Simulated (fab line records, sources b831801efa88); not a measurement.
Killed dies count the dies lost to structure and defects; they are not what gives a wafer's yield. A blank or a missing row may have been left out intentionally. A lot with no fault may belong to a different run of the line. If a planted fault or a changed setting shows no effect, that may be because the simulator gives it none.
Problem report, 8D (eight disciplines) form, completed by code | flow sky130 | the parts of the form that need people (team, actions taken, sign-off) are left out

## 1. PROBLEM STATEMENT
Across 6 wafers from 2 lots, GATE_OXIDE_OXIDATION_00_THK at SKY_GATE_OXIDE_THK_MEAS_02 averages 13.12 nm, while fault-free wafers read 10.25 nm with a standard deviation of 0.18. Relative to the usual mean, that is a shift of +16 standard deviations.
First observed at day 18 12:55: wafer L404.1, on filmMetro-01. Wafers with a number at this step in the record: 42, from 14 lots. By rule, "out" or "out of limits" means more than 4 standard deviations away from the usual mean. The other wafers with a number count as sound.

## 2. WHAT IT IS AND WHAT IT IS NOT
question                    | is                          | is not
which readings at this step | GATE_OXIDE_OXIDATION_00_THK | -
which lots                  | L404, L405                  | L388, L389, L390, L392, L393, L394, L395, L396, L398, L406, L408, L409
which wafers of those lots  | all that have a number      | -
read on which gauges        | filmMetro-01, filmMetro-04  | filmMetro-02
when                        | from day 18 12:55           | up to then (27 sound wafers); but 9 sound wafers of L406, L408, L409 came after

## 3. WHAT RULES OUT EACH SUSPECT
Counting: a tool at a process step up to the reading stays a suspect if it ran every lot that is out and no sound lot after the first of them.
- the gauge at SKY_GATE_OXIDE_THK_MEAS_02 is ruled out. The wafers that are out were read on 2 gauges (filmMetro-01, filmMetro-04).
- furnace-02 at SKY_GATE_OXIDE_OXIDATION_01 (stabilise 600 s, purge 300 s, target thk 10.268 nm): kept. It ran every lot that is out, first L404 (day 18 11:31), and no sound lot after that; its last sound lot up to then is L398 (day 16 08:02). On those wafers its own readings are out: spikeTcBottomC, spikeTcCentreC, spikeTcLowerC, spikeTcTopC, spikeTcUpperC, tubeCenterTempC, tube_center_temp_C_max.
The count leaves furnace-02 at SKY_GATE_OXIDE_OXIDATION_01.

## 4. THE CAUSE (what the simulator had put in)
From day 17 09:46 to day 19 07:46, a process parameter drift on furnace-02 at SKY_GATE_OXIDE_OXIDATION_01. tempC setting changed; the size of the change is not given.
Only this tool survived the counting.

## 5. THE CHAIN OF EFFECTS, in route order
One row per reading whose mean, taken over the struck wafers that have a number, lies over 3 standard deviations from the usual. Readings are gone through only where the record gives a usual standard deviation; hours: the median, over the lots, of the time from a lot's start at the first step in this table giving one to that lot's start at this step; sigmas: the change measured in usual standard deviations.
hours | step                        | reading                     | usual    | on struck wafers | change | sigmas
0     | SKY_GATE_OXIDE_OXIDATION_01 | spikeTcBottomC              | 919.4 C  | 942.0            | +22.6  | +17
0     | SKY_GATE_OXIDE_OXIDATION_01 | spikeTcCentreC              | 901.1 C  | 925.0            | +23.9  | +22
0     | SKY_GATE_OXIDE_OXIDATION_01 | spikeTcLowerC               | 900.8 C  | 923.8            | +23.0  | +21
0     | SKY_GATE_OXIDE_OXIDATION_01 | spikeTcTopC                 | 908.8 C  | 931.8            | +23.0  | +23
0     | SKY_GATE_OXIDE_OXIDATION_01 | spikeTcUpperC               | 900.7 C  | 924.4            | +23.7  | +24
0     | SKY_GATE_OXIDE_OXIDATION_01 | tubeCenterTempC             | 900.01 C | 923.49           | +23.48 | +99 or more
0     | SKY_GATE_OXIDE_OXIDATION_01 | tube_center_temp_C_max      | 902.3    | 925.8            | +23.5  | +62
0     | SKY_GATE_OXIDE_OXIDATION_01 | zonePowerBottomPct          | 27.4 %   | 30.1             | +2.7   | +3.2
0     | SKY_GATE_OXIDE_OXIDATION_01 | zonePowerTopPct             | 31.6 %   | 33.0             | +1.4   | +3.7
1     | SKY_GATE_OXIDE_THK_MEAS_02  | GATE_OXIDE_OXIDATION_00_THK | 10.25 nm | 13.12            | +2.87  | +16
The process steps in it:
- SKY_GATE_OXIDE_OXIDATION_01: stabilise 600 s, purge 300 s, target thk 10.268 nm.

## 6. WHAT WOULD HAVE CAUGHT IT SOONER
The first out-of-limits reading at a measuring or inspecting step in this record came at day 18 12:55, 27 hours after the fault's start at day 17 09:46.
At SKY_GATE_OXIDE_OXIDATION_01, the tool's own readings (spikeTcBottomC, spikeTcCentreC, spikeTcLowerC, spikeTcTopC, spikeTcUpperC, tubeCenterTempC, tube_center_temp_C_max) were out on each struck wafer the step has a row for, so an alarm limit on them would have fired on the first such wafer.
All the lots that are out (2) had begun SKY_GATE_OXIDE_OXIDATION_01 on furnace-02 by day 18 12:55. Holding the tool at that point would not have protected any of them.
